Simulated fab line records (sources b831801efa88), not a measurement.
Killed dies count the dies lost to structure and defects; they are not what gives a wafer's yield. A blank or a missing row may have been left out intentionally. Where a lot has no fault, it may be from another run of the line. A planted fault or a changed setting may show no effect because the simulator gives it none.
One fault through the eyes of 2 desks :: flow sky130 :: each desk has only its own numbers; what lay behind them comes last

## TOOL OWNER'S DESK, pvd sputter-02
The tool's own readings at SKY_METAL3_SPUTTER_04 (material TiN, target thk 70 nm, time 58.3 s): means of the sampled wafers that have a number, for each lot that ran on this tool. A lot is out of limits, marked OUT, if its mean lies more than 4 standard deviations from the usual mean; the brackets give that distance.
Columns: A = cathode dc power W at SKY_METAL3_SPUTTER_04, usual 6500.0 W; B = throttle valve pct at SKY_METAL3_SPUTTER_04, usual 30.2 %
lot: L242
first seen here: day 36 08:46
A: 6499.0
B: 30.6

lot: L255
first seen here: day 40 15:42
A: 5261.9 (-99 or more) OUT
B: 30.3

lot: L256
first seen here: day 41 00:22
A: 5262.0 (-99 or more) OUT
B: 30.7

lot: L265
first seen here: day 43 19:08
A: 6499.7
B: 30.7
This desk's finding: out of limits on L255, L256; first on L255, day 40 15:42 (cathode dc power W at SKY_METAL3_SPUTTER_04). Within limits: L242, L265.

## AT THE METROLOGY DESK
Means of the sampled wafers that have a number, per lot and without regard to the tool the lot ran on: this is what the gauges read. A lot is out of limits, marked OUT, if its mean lies more than 4 standard deviations from the usual mean; the brackets give that distance.
Columns: A = VIA2_W_RS at SKY_VIA2_RS_MEAS_22, usual 0.2719 ohm/sq; B = VIA2_W_THK at SKY_VIA2_THK_MEAS_23, usual 403 nm
lot: L242
first seen here: day 36 08:11
A: 0.2700
B: 405

lot: L245
first seen here: day 37 19:48
A: 0.2707
B: 403

lot: L255
first seen here: day 40 15:07
A: 0.2689
B: 409

lot: L256
first seen here: day 40 23:46
A: 0.2694
B: 399

lot: L264
first seen here: day 43 07:19
A: 0.2707
B: 409

lot: L265
first seen here: day 43 18:26
A: 0.2756
B: 398
This desk found nothing out of limits on any of the 6 lots.

## PUT TOGETHER
On L255, L256, at day 40 15:42, an alarm was possible from the tool owner's desk.
Metrology desk: nothing out of limits seen.
The metrology desk holds a record of L255, L256, inside its limits.
All the named lots went through SKY_METAL3_SPUTTER_04 on pvd sputter-02.

## WHAT WAS PUT IN BY THE SIMULATOR
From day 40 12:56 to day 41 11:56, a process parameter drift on pvd sputter-02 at SKY_METAL3_SPUTTER_04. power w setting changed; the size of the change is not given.
Shown lots that were struck: L255, L256.
How many hours passed from the start of the fault until each desk's first out-of-limits reading: the tool owner's desk, 3.
